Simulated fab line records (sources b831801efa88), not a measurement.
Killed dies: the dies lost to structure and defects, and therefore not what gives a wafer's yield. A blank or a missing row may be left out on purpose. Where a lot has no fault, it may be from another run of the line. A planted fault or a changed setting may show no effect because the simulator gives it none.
What tool caused it? ; flow gf180mcu ; 11 lots with 32 wafers sampled at 5 steps, on a route of 602 steps

WHAT EACH GAUGE READ, for each wafer
GF_M5_CD_MEAS_07: the cd target is 280 nm.
lot;measured;on;cdNm (nm)
L914;day 26 07:50;cdSem-01;276.9 278.6 277.0
L915;day 26 18:31;cdSem-02;278.6 279.5 280.3
L918;day 27 22:16;cdSem-01;276.8 278.3 277.2
L922;day 29 07:00;cdSem-02;280.2 280.4 281.2
L923;day 29 12:45;cdSem-02;280.2 280.1 281.0
L924;day 29 18:51;cdSem-02;305.6 304.9 305.4 304.9
L925;day 30 04:59;cdSem-01;304.4 304.5 305.0 304.6 304.6 305.0
L927;day 30 14:17;cdSem-02;281.0 281.2 281.8
L929;day 31 04:29;cdSem-01;279.9 281.2 279.6
L934;day 32 08:43;cdSem-01;280.7 280.0 279.6
L936;day 32 17:19;cdSem-02;280.5 281.9 281.2

TOOL THAT RAN EACH LOT (tool first, then ch and the chambers of the sampled wafers, then the start)
lot;GF_MIM_SPUTTER_03;GF_MIM_SPUTTER_04;GF_MIM_SPUTTER_08;GF_M5_SOFTBAKE_03
L914;pvdSputter-02, day 24 14:07;pvdSputter-02, day 24 14:08;pvdSputter-04, day 24 14:19;lithoTrack-04 ch 0, day 25 22:19
L915;pvdSputter-04, day 25 01:18;pvdSputter-04, day 25 01:19;pvdSputter-01, day 25 01:30;lithoTrack-01 ch 0, day 26 08:13
L918;pvdSputter-02, day 26 03:58;pvdSputter-02, day 26 03:59;pvdSputter-01, day 26 04:10;lithoTrack-02 ch 0, day 27 12:13
L922;pvdSputter-01, day 27 15:14;pvdSputter-01, day 27 15:15;pvdSputter-04, day 27 15:26;lithoTrack-02 ch 0, day 28 21:26
L923;pvdSputter-01, day 27 21:49;pvdSputter-01, day 27 21:50;pvdSputter-02, day 27 22:01;lithoTrack-02 ch 0, day 29 03:23
L924;pvdSputter-02, day 28 04:37;pvdSputter-02, day 28 04:38;pvdSputter-04, day 28 04:48;lithoTrack-02 ch 0, day 29 09:28
L925;pvdSputter-04, day 28 15:26;pvdSputter-04, day 28 15:27;pvdSputter-01, day 28 15:38;lithoTrack-02 ch 0, day 29 19:53
L927;pvdSputter-04, day 29 00:33;pvdSputter-04, day 29 00:34;pvdSputter-02, day 29 00:44;lithoTrack-04 ch 0, day 30 04:51
L929;pvdSputter-02, day 29 15:54;pvdSputter-02, day 29 15:55;pvdSputter-01, day 29 16:06;lithoTrack-04 ch 0, day 30 19:39
L934;pvdSputter-01, day 30 21:34;pvdSputter-01, day 30 21:35;pvdSputter-02, day 30 21:46;lithoTrack-04 ch 0, day 32 00:26
L936;pvdSputter-04, day 31 07:34;pvdSputter-04, day 31 07:35;pvdSputter-01, day 31 07:45;lithoTrack-01 ch 0, day 32 09:22
- GF_MIM_SPUTTER_03: material Ti, target thk 10 nm, time 6.7 s.
- GF_MIM_SPUTTER_04: material TiN, target thk 50 nm, time 41.7 s.
- GF_MIM_SPUTTER_08: material AlCu, target thk 200 nm, time 10.6 s.
- GF_M5_SOFTBAKE_03: time 60 s.

THE ANSWER, worked out from the rows above alone
Rule: usual is defined by the lots themselves. Put in order of their means at a reading, lots are off if they are a third of the lots or fewer, leave a main group of 4 or more, and stand apart from it by a gap of 3 or more times the standard deviation of the main group's means; of several such gaps the widest counts. Not used: any main group whose means are identical at the precision the tables above print for the reading. Also off: a lot with no number at a reading for which 4 or more lots have one. Where the step has rows for the other lots, those lots are counted as sound.
Off: L924, L925 (GF_M5_CD_MEAS_07, cdNm). For the main group the mean is 279.8 nm and the standard deviation 1.4.
A tool fits if, at a process step before that reading, it ran every lot that is off, and no sound lot after the first of them. Gauges at GF_M5_CD_MEAS_07: tried the same way as those tools. One candidate fits, namely lithoTrack-02 at GF_M5_SOFTBAKE_03. A fault onset in the window from L923 (day 29 03:23, its last sound lot) to L924 (day 29 09:28, its first lot off) fits.

WHAT THE SIMULATOR PUT IN
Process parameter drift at GF_M5_SOFTBAKE_03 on lithoTrack-02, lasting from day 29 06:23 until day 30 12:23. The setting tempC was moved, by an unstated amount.
Shown lots that were struck: L924, L925. The rule above reached the same finding.
